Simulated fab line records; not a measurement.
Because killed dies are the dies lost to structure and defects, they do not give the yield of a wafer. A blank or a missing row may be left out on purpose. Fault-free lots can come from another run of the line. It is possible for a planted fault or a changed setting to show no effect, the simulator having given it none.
Which tool is to blame? + flow sky130 + 36 wafers from 12 lots sampled at 5 of the route's 708 steps

## WHAT EACH GAUGE READ, for each wafer
SKY_LDD_HVN_TW_MEAS_10.
| lot  | measured     | on           | LDD_HVN_TW     |
|------|--------------|--------------|----------------|
| L862 | day 20 10:02 | filmMetro-02 | 1411 1412 1413 |
| L863 | day 20 19:52 | filmMetro-01 | 1438 1433 1443 |
| L864 | day 21 09:19 | filmMetro-02 | 1418 1429 1431 |
| L876 | day 25 16:08 | filmMetro-01 | 1448 1441 1432 |
| L877 | day 26 05:44 | filmMetro-03 | 1423 1423 1417 |
| L879 | day 26 15:37 | filmMetro-01 | 1441 1434 1435 |
| L880 | day 26 21:05 | filmMetro-03 | 1415 1421 1422 |
| L881 | day 27 06:24 | filmMetro-01 | 1431 1437 1433 |
| L882 | day 27 12:41 | filmMetro-01 | 1428 1432 1440 |
| L883 | day 28 03:52 | filmMetro-01 | 1440 1431 1436 |
| L884 | day 28 17:49 | filmMetro-01 | 1433 1438 1437 |
| L885 | day 29 03:33 | filmMetro-02 | 1414 1419 1418 |

SKY_LDD_HVP_TW_MEAS_10.
| lot  | measured     | on           | LDD_HVP_TW  |
|------|--------------|--------------|-------------|
| L862 | day 21 16:08 | filmMetro-03 | 454 454 455 |
| L863 | day 22 02:48 | filmMetro-04 | 570 572 570 |
| L864 | day 22 17:10 | filmMetro-02 | 558 559 559 |
| L876 | day 26 21:29 | filmMetro-03 | 449 454 450 |
| L877 | day 27 10:51 | filmMetro-03 | 460 460 460 |
| L879 | day 27 20:04 | filmMetro-02 | 453 449 448 |
| L880 | day 28 01:45 | filmMetro-02 | 451 452 454 |
| L881 | day 28 10:46 | filmMetro-02 | 451 452 453 |
| L882 | day 28 17:20 | filmMetro-03 | 455 458 458 |
| L883 | day 29 08:13 | filmMetro-03 | 456 459 456 |
| L884 | day 29 22:53 | filmMetro-02 | 449 448 453 |
| L885 | day 30 07:48 | filmMetro-02 | 451 454 453 |

SKY_LI_CONTACT_OVL_MEAS_13.
| lot  | measured     | on         | LI_CONTACT_OVL (nm) |
|------|--------------|------------|---------------------|
| L862 | day 29 06:03 | overlay-02 | -9 -2 -6            |
| L863 | day 29 14:42 | overlay-02 | -2 -4 0             |
| L864 | day 30 04:06 | overlay-02 | -4 -3 -1            |
| L876 | day 33 23:19 | overlay-01 | -4 -9 5             |
| L877 | day 34 14:01 | overlay-01 | -7 2 -1             |
| L879 | day 34 23:58 | overlay-01 | 0 -2 -1             |
| L880 | day 35 01:10 | overlay-02 | 7 4 -8              |
| L881 | day 35 13:05 | overlay-01 | 7 -4 5              |
| L882 | day 35 19:19 | overlay-01 | -7 -1 1             |
| L883 | day 36 06:30 | overlay-01 | 4 5 3               |
| L884 | day 36 20:31 | overlay-02 | 7 3 17              |
| L885 | day 37 03:46 | overlay-02 | 2 2 3               |

## TOOL THAT RAN EACH LOT (tool first, then ch and the chambers of the sampled wafers, then the start)
| lot  | SKY_NWELL_STRIP_25                  | SKY_LDD_HVP_IMPLANT_08          |
|------|-------------------------------------|---------------------------------|
| L862 | plasmaAsher-01 ch 0,1, day 5 09:29  | implanter-02 ch 0, day 21 15:53 |
| L863 | plasmaAsher-01 ch 0,1, day 5 17:52  | implanter-02 ch 0, day 22 02:14 |
| L864 | plasmaAsher-01 ch 0,1, day 6 00:50  | implanter-04 ch 0, day 22 16:14 |
| L876 | plasmaAsher-04 ch 0, day 8 20:26    | implanter-01 ch 0, day 26 21:14 |
| L877 | plasmaAsher-01 ch 0,1, day 9 09:19  | implanter-04 ch 0, day 27 10:38 |
| L879 | plasmaAsher-01 ch 1, day 9 16:14    | implanter-02 ch 0, day 27 19:49 |
| L880 | plasmaAsher-01 ch 0,1, day 9 22:37  | implanter-01 ch 0, day 28 01:32 |
| L881 | plasmaAsher-03 ch 0,1, day 10 06:18 | implanter-04 ch 0, day 28 10:32 |
| L882 | plasmaAsher-01 ch 1, day 10 09:47   | implanter-01 ch 0, day 28 17:05 |
| L883 | plasmaAsher-04 ch 1, day 11 00:05   | implanter-04 ch 0, day 29 07:58 |
| L884 | plasmaAsher-04 ch 0,1, day 11 10:37 | implanter-04 ch 0, day 29 22:38 |
| L885 | plasmaAsher-01 ch 0,1, day 11 16:16 | implanter-01 ch 0, day 30 07:35 |
- SKY_NWELL_STRIP_25: strips in O2/N2.
- SKY_LDD_HVP_IMPLANT_08

## WHAT THE TOOLS THEMSELVES READ (means of the sampled wafers that have a number; where no wafer has one, the mark that the record gives instead)
SKY_NWELL_STRIP_25.
| lot  | tool           | drypumpMotorCurrentA (A) | oesProductAu (a.u.) | stripTimeToEndpointS (s) |
|------|----------------|--------------------------|---------------------|--------------------------|
| L862 | plasmaAsher-01 | 5.69                     | 0.719               | 36.90                    |
| L863 | plasmaAsher-01 | 5.59                     | 0.723               | 36.91                    |
| L864 | plasmaAsher-01 | 5.58                     | 0.720               | 36.91                    |
| L876 | plasmaAsher-04 | 6.25                     | 0.724               | 37.04                    |
| L877 | plasmaAsher-01 | 5.62                     | 0.720               | 36.91                    |
| L879 | plasmaAsher-01 | 5.48                     | 0.725               | 37.16                    |
| L880 | plasmaAsher-01 | 5.59                     | 0.723               | 36.91                    |
| L881 | plasmaAsher-03 | 6.01                     | 0.726               | 36.92                    |
| L882 | plasmaAsher-01 | 5.46                     | 0.725               | 37.04                    |
| L883 | plasmaAsher-04 | 6.10                     | 0.722               | 37.08                    |
| L884 | plasmaAsher-04 | 6.17                     | 0.721               | 37.18                    |
| L885 | plasmaAsher-01 | 5.69                     | 0.720               | 37.20                    |

SKY_LDD_HVP_IMPLANT_08.
| lot  | tool         | beamEnergyKeV |
|------|--------------|---------------|
| L862 | implanter-02 | 19.998        |
| L863 | implanter-02 | 20.002        |
| L864 | implanter-04 | 19.995        |
| L876 | implanter-01 | 20.003        |
| L877 | implanter-04 | 19.995        |
| L879 | implanter-02 | 19.999        |
| L880 | implanter-01 | 20.007        |
| L881 | implanter-04 | 19.996        |
| L882 | implanter-01 | 19.999        |
| L883 | implanter-04 | 19.999        |
| L884 | implanter-04 | 19.993        |
| L885 | implanter-01 | 20.003        |

## THE ANSWER, worked out from the rows above alone
Rule: the usual values come from the lots themselves. The widest of any qualifying gaps counts: lots, ordered by their means at a reading, are off when they make up no more than a third of the lots, leave a main group of 4 or more, and stand apart from it by 3 or more times the standard deviation of that group's means. The tables above print the reading to a certain number of digits; a main group whose means all agree to those digits is not used. A lot without any number at a reading at which 4 lots or more have one is off too. Where the step has rows for the other lots, those lots are counted as sound. After the gauges, taken in route order, come the tools' own readings; for these a lot's mean is taken, as printed above. At the first step where some lot is off, the reading lying furthest off is the one used; lots without a number count as furthest.
Off: at SKY_LDD_HVP_TW_MEAS_10 (LDD_HVP_TW), L863, L864. For the main group the mean is 454 and the standard deviation 3.2.
If a tool, at a process step before that reading, ran all the lots that are off and no sound lot after the first of them, it fits. The gauges at SKY_LDD_HVP_TW_MEAS_10 are tried like those tools. None of those tried fits.

## WHAT THE SIMULATOR HAD INSERTED
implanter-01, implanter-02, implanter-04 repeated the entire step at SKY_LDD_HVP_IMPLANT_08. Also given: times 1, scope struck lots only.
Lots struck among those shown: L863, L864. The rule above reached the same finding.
